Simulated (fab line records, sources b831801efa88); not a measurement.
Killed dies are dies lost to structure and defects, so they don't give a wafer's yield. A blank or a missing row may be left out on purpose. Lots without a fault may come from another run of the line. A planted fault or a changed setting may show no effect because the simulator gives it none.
fab line records | flow sky130
record lots=13 wafers=39 last_day=50
route steps=708 shown VT_ADJUST_HVTP@96 SONOS_TUNNEL@163 LDD_P@266 SD_P@331
lots that met no fault: from a run of the same line without faults
start_h: hours from the record's first day to the start of the lot's first wafer shown | wait_h: hours since the lot's step before | " the same as in the row above | L1.1+2: a row that stands for several wafers | - no value, or no start given | * or withheld: withheld | < > ~ a bound
route shown NAME@n: a module of which the file shows steps, and the number in the route of the first | usual: mean/standard deviation of fault-free wafers | same: alike in all rows | chamber/n: place in a boat | sites: the reading at each site | _std_site: their standard deviation | _edge_site: outer sites' mean less inner sites' | radius_mm: how far each site lies from the wafer's centre | mask NAME#n: copy n | behind: the tool/chamber that last shaped the wafer | hold: why the lot was held/for how many hours/how that ended | device: the transistor (n, p or np) that didn't switch | end of line: the same wafers' tests at the end of the route | a step without rows: its recipe alone | killed: dies lost to structure and defects at the first sort, not the wafer's yield | map: a wafer's dies, x killed, . not, _ none there
set.NAME: the setting as run; set.NAME@STEP: as run at that earlier step | model.NAME: the simulator's own value behind a step, which no gauge read
steps of the route over a sample of lots; a table a step, a row a wafer
services: from which hour (start_h, from the record's first day; less than 0 if before it) a tool's chamber was out of use, for how many hours, and why
## steps
# step SKY_VT_ADJUST_HVTP_TW_MEAS_11
# usual VT_ADJUST_HVTP_TW=1344/7
# columns lot.wafer tool chamber start_h wait_h VT_ADJUST_HVTP_TW
L776.1 film_metro-04 - 131.18 0.1 1351
L776.2 " - " " 1342
L776.5 " - " " 1348
L777.2 film_metro-04 - 138.98 0.1 1337
L777.4 " - " " 1348
L777.6 " - " " 1338
L778.4 film_metro-01 - 141.41 0.1 1349
L778.5 " - " " 1344
L778.6 " - " " 1349
L779.2 film_metro-02 - 148.34 0.1 1340
L779.3 " - " " 1345
L779.6 " - " " 1338
L780.1 film_metro-02 - 154.62 0.1 1343
L780.2 " - " " 1335
L780.6 " - " " 1335
L781.1 film_metro-01 - 158.27 0.1 1350
L781.5 " - " " 1349
L781.6 " - " " 1361
L782.1 film_metro-04 - 167.62 0.1 1350
L782.5 " - " " 1336
L782.6 " - " " 1346
L783.4 film_metro-04 - 176.41 0.1 1342
L783.5 " - " " 1339
L783.6 " - " " 1336
L785.3 film_metro-02 - 183.79 0.1 1344
L785.4 " - " " 1344
L785.6 " - " " 1348
L792.3 film_metro-02 - 229.79 0.1 1342
L792.4 " - " " 1346
L792.6 " - " " 1340
L793.1 film_metro-04 - 240.50 0.1 1345
L793.2 " - " " 1334
L793.4 " - " " 1341
L795.2 film_metro-04 - 249.19 0.1 1338
L795.3 " - " " 1346
L795.5 " - " " 1341
L796.1 film_metro-01 - 253.42 0.1 1339
L796.2 " - " " 1351
L796.6 " - " " 1345
# step SKY_SONOS_TUNNEL_IMPLANT_09
# recipe species=B energy_kev=20 dose_cm2=1e+12 tilt_deg=withheld
# usual dose_ions_cm2=1.0001e+12/1e+09 faraday_current_uA=5.63/0.11
# columns lot.wafer tool chamber start_h wait_h dose_ions_cm2 faraday_current_uA
L776.1 implanter-01 0 259.57 0.0 1.0004e+12 5.57
L776.2 " 0 " " 1.0012e+12 5.50
L776.5 " 0 " " 1.0003e+12 5.62
L777.2 implanter-02 0 268.16 0.0 1.0014e+12 5.43
L777.4 " 0 " " 9.989e+11 5.92
L777.6 " 0 " " 1.0006e+12 5.64
L778.4 implanter-02 0 271.81 0.1 1.0016e+12 5.75
L778.5 " 0 " " 1.0008e+12 5.63
L778.6 " 0 " " 1.0019e+12 5.69
L779.2 implanter-01 0 278.72 0.0 1.0012e+12 5.64
L779.3 " 0 " " 9.993e+11 5.57
L779.6 " 0 " " 9.998e+11 5.63
L780.1 implanter-01 0 287.92 0.0 1.0014e+12 5.70
L780.2 " 0 " " 9.995e+11 5.52
L780.6 " 0 " " 1e+12 5.83
L781.1 implanter-01 0 292.73 0.0 9.99e+11 5.73
L781.5 " 0 " " 1.0001e+12 5.55
L781.6 " 0 " " 9.999e+11 5.74
L782.1 implanter-04 0 303.63 0.0 9.992e+11 5.70
L782.5 " 0 " " 9.998e+11 5.75
L782.6 " 0 " " 9.995e+11 5.45
L783.4 implanter-02 0 315.75 0.1 1.0016e+12 5.53
L783.5 " 0 " " 9.998e+11 5.63
L783.6 " 0 " " 9.995e+11 5.50
L785.3 implanter-01 0 324.68 0.1 1.0004e+12 5.78
L785.4 " 0 " " 1.0007e+12 5.42
L785.6 " 0 " " 1.0003e+12 5.65
L792.3 implanter-04 0 381.76 0.2 9.8e+10 0.57
L792.4 " 0 " " 1.008e+11 0.55
L792.6 " 0 " " 9.94e+10 0.56
L793.1 implanter-04 0 396.53 0.0 9.97e+10 0.57
L793.2 " 0 " " 9.9e+10 0.56
L793.4 " 0 " " 9.94e+10 0.56
L795.2 implanter-01 0 407.25 0.0 1.0015e+12 5.54
L795.3 " 0 " " 1.0015e+12 5.53
L795.5 " 0 " " 1.0003e+12 5.48
L796.1 implanter-01 0 412.17 0.0 1.0017e+12 5.55
L796.2 " 0 " " 1.0002e+12 5.86
L796.6 " 0 " " 1.0014e+12 5.58
# step SKY_SONOS_TUNNEL_TW_MEAS_12
# usual SONOS_TUNNEL_TW=195.5/1.4
# columns lot.wafer tool chamber start_h wait_h SONOS_TUNNEL_TW
L776.1 film_metro-03 - 259.99 0.0 194.3
L776.2 " - " " 193.1
L776.5 " - " " 193.6
L777.2 film_metro-01 - 268.56 0.0 196.8
L777.4 " - " " 196.6
L777.6 " - " " 197.1
L778.4 film_metro-01 - 272.19 0.0 197.2
L778.5 " - " " 197.0
L778.6 " - " " 197.0
L779.2 film_metro-01 - 279.14 0.0 196.4
L779.3 " - " " 196.8
L779.6 " - " " 197.5
L780.1 film_metro-03 - 288.36 0.0 194.7
L780.2 " - " " 194.8
L780.6 " - " " 194.6
L781.1 film_metro-03 - 293.14 0.0 195.4
L781.5 " - " " 193.3
L781.6 " - " " 195.0
L782.1 film_metro-01 - 304.04 0.0 196.5
L782.5 " - " " 197.3
L782.6 " - " " 196.1
L783.4 film_metro-01 - 316.12 0.0 196.5
L783.5 " - " " 197.1
L783.6 " - " " 196.5
L785.3 film_metro-04 - 325.16 0.0 194.1
L785.4 " - " " 194.5
L785.6 " - " " 194.2
L792.3 film_metro-01 - 382.32 0.0 110.0
L792.4 " - " " 108.9
L792.6 " - " " 108.8
L793.1 film_metro-04 - 396.95 0.0 105.2
L793.2 " - " " 105.3
L793.4 " - " " 104.2
L795.2 film_metro-03 - 407.68 0.0 194.4
L795.3 " - " " 194.4
L795.5 " - " " 194.4
L796.1 film_metro-03 - 412.58 0.0 194.4
L796.2 " - " " 193.6
L796.6 " - " " 194.6
# step SKY_LDD_P_TW_MEAS_11
# usual LDD_P_TW=628/6
# columns lot.wafer tool chamber start_h wait_h LDD_P_TW
L776.1 film_metro-02 - 441.52 0.1 637
L776.2 " - " " 639
L776.5 " - " " 634
L778.4 film_metro-03 - 458.50 0.1 622
L778.5 " - " " 623
L778.6 " - " " 621
L777.2 film_metro-04 - 458.78 0.1 632
L777.4 " - " " 635
L777.6 " - " " 632
L779.2 film_metro-03 - 465.89 0.1 619
L779.3 " - " " 622
L779.6 " - " " 624
L780.1 film_metro-03 - 476.48 0.1 621
L780.2 " - " " 621
L780.6 " - " " 623
L781.1 film_metro-02 - 482.57 0.1 630
L781.5 " - " " 630
L781.6 " - " " 633
L782.1 film_metro-02 - 505.33 0.1 635
L782.5 " - " " 636
L782.6 " - " " 635
L783.4 film_metro-03 - 517.11 0.1 624
L783.5 " - " " 624
L783.6 " - " " 618
L785.3 film_metro-03 - 525.45 0.1 624
L785.4 " - " " 620
L785.6 " - " " 620
L792.3 film_metro-04 - 580.79 0.1 625
L792.4 " - " " 625
L792.6 " - " " 627
L793.1 film_metro-02 - 596.13 0.1 636
L793.2 " - " " 635
L793.4 " - " " 635
L795.2 film_metro-02 - 605.01 0.1 630
L795.3 " - " " 631
L795.5 " - " " 632
L796.1 film_metro-04 - 609.42 0.1 619
L796.2 " - " " 622
L796.6 " - " " 621
# step SKY_SD_P_TW_MEAS_11
# usual SD_P_TW=2798/24
# columns lot.wafer tool chamber start_h wait_h SD_P_TW
L776.1 film_metro-04 - 594.77 0.1 2754
L776.2 " - " " 2782
L776.5 " - " " 2799
L778.4 film_metro-01 - 610.31 0.1 2809
L778.5 " - " " 2815
L778.6 " - " " 2808
L777.2 film_metro-04 - 611.22 0.1 2769
L777.4 " - " " 2761
L777.6 " - " " 2771
L779.2 film_metro-04 - 616.64 0.1 2770
L779.3 " - " " 2756
L779.6 " - " " 2749
L780.1 film_metro-02 - 628.57 0.1 2807
L780.2 " - " " 2828
L780.6 " - " " 2812
L781.1 film_metro-02 - 666.48 0.1 2819
L781.5 " - " " 2822
L781.6 " - " " 2820
L783.4 film_metro-01 - 666.81 0.1 2802
L783.5 " - " " 2802
L783.6 " - " " 2809
L782.1 film_metro-01 - 668.07 0.1 2812
L782.5 " - " " 2803
L782.6 " - " " 2799
L785.3 film_metro-04 - 673.04 0.1 2776
L785.4 " - " " 2785
L785.6 " - " " 2778
L792.3 film_metro-02 - 722.90 0.1 2812
L792.4 " - " " 2805
L792.6 " - " " 2802
L793.1 film_metro-04 - 740.12 0.1 2725
L793.2 " - " " 2727
L793.4 " - " " 2742
L795.2 film_metro-01 - 747.44 0.1 2814
L795.3 " - " " 2810
L795.5 " - " " 2799
L796.1 film_metro-01 - 755.12 0.1 2802
L796.2 " - " " 2823
L796.6 " - " " 2806
## services
# columns tool chamber start_h hours kind
implanter-02 - 284.57 2.0 repair
implanter-02 - 300.95 0.7 repair
implanter-02 - 317.55 0.9 repair
implanter-01 - 327.06 3.9 pm
implanter-04 - 333.25 4.7 repair
implanter-02 - 341.14 1.3 repair
implanter-01 - 362.86 2.6 repair
implanter-02 - 368.68 2.8 repair
implanter-02 - 379.73 6.3 repair
implanter-02 - 408.61 8.8 pm
## key
first_sign step=SKY_SONOS_TUNNEL_IMPLANT_09 reading=dose_ions_cm2 direction=down sigmas=99+ usual=* struck=*
effect step=SKY_SONOS_TUNNEL_IMPLANT_09 reading=faraday_current_uA direction=down sigmas=44 usual=5.63 struck=0.56
effect step=SKY_SONOS_TUNNEL_TW_MEAS_12 reading=SONOS_TUNNEL_TW direction=down sigmas=61 usual=195.5 struck=107.1
met_at SKY_SONOS_TUNNEL_IMPLANT_09
struck_lots L792,L793
tester_left_out L792,L793
not_acting_at SKY_VT_ADJUST_HVTP_TW_MEAS_11,SKY_LDD_P_TW_MEAS_11,SKY_SD_P_TW_MEAS_11
onset_between 303.63 381.76
fault kind=process_parameter_drift tool=implanter-04 chamber=- onset_h=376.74 steps=SKY_SONOS_TUNNEL_IMPLANT_09 channel=dose_cm2 offset=* shape=step end_h=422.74 acts_in=* stated=*
# tester_left_out: of these lots the tester's yield and bins aren't shown, on N5 and GAA mostly nor the transistor test; their killed dies are dies lost to structure and defects alone, not to doping, threshold or leakage, so they don't give the yield
